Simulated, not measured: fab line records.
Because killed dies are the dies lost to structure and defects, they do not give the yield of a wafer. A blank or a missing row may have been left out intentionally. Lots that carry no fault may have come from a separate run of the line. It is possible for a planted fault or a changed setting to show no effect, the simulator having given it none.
Matching of chambers	flow sky130	SKY_FIELD_ISO_CMP_27 on cmp-01 has 4 sister chambers
The step polishes, stops on Si3N4, t overpolish 16 s, target thk 457.8 nm. 16 wafers are shown with their chamber, then 8 later ones without.

## WAFERS PAIRED WITH THEIR CHAMBERS
wafer	chamber	motorCurrentA (A)	timeToEndpointS (s)	overpolishRunS (s)
L374.1	1	10.8	108	16.004
L374.3	0	11.0	120	16.018
L374.6	2	12.1	108	16.007
L375.2	0	12.5	123	15.996
L375.3	3	13.4	108	15.987
L375.6	2	12.1	105	15.992
L380.2	2	11.8	109	15.993
L380.5	3	14.3	116	16.011
L380.6	2	11.8	117	16.015
L381.2	1	10.6	105	16.000
L381.3	3	13.4	110	15.992
L381.6	3	14.2	109	16.007
L388.1	1	10.7	113	16.001
L388.3	0	11.9	121	15.993
L388.6	0	11.4	117	15.995
L389.1	2	12.3	107	15.992

SIGNATURES (averages over the wafers above)
reading	chamber 0	chamber 1	chamber 2	chamber 3	scatter within a chamber
motorCurrentA	11.700	10.700	12.020	13.825	0.428
timeToEndpointS	120.25	108.67	109.20	110.75	3.82
overpolishRunS	16.00050	16.00167	15.99980	15.99925	0.0103
Rule: distance of a wafer from a chamber = root of the sum over the readings of ((wafer's reading minus chamber's mean) / reading's scatter) squared. The wafer belongs to the nearest chamber; if the next one is less than 2 further off, it can't be placed. The scatter: take each reading less its chamber's mean, square it, sum over the shown wafers, divide by the number of wafers less the number of chambers, and take the root.

## WAFERS WITHOUT THEIR CHAMBER
wafer	motorCurrentA (A)	timeToEndpointS (s)	overpolishRunS (s)
L389.3	14.1	109	16.001
L389.5	13.4	107	15.997
L390.3	12.2	106	16.014
L390.5	12.3	114	16.000
L390.6	13.2	107	15.999
L397.1	11.7	119	15.994
L397.3	12.5	108	16.011
L397.6	11.7	116	15.996

## EACH ONE'S CHAMBER
wafer	from the rows above	in truth
L389.3	3	3
L389.5	can't be placed: 3 or 2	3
L390.3	2	2
L390.5	can't be placed: 2 or 0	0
L390.6	can't be placed: 3 or 2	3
L397.1	0	0
L397.3	can't be placed: 2 or 3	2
L397.6	can't be placed: 0 or 2 or 1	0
Correct placement for 3 of the 8. Unplaceable from these rows: 5, with the true chamber sitting among the candidates in 5. 0 placed wrongly.
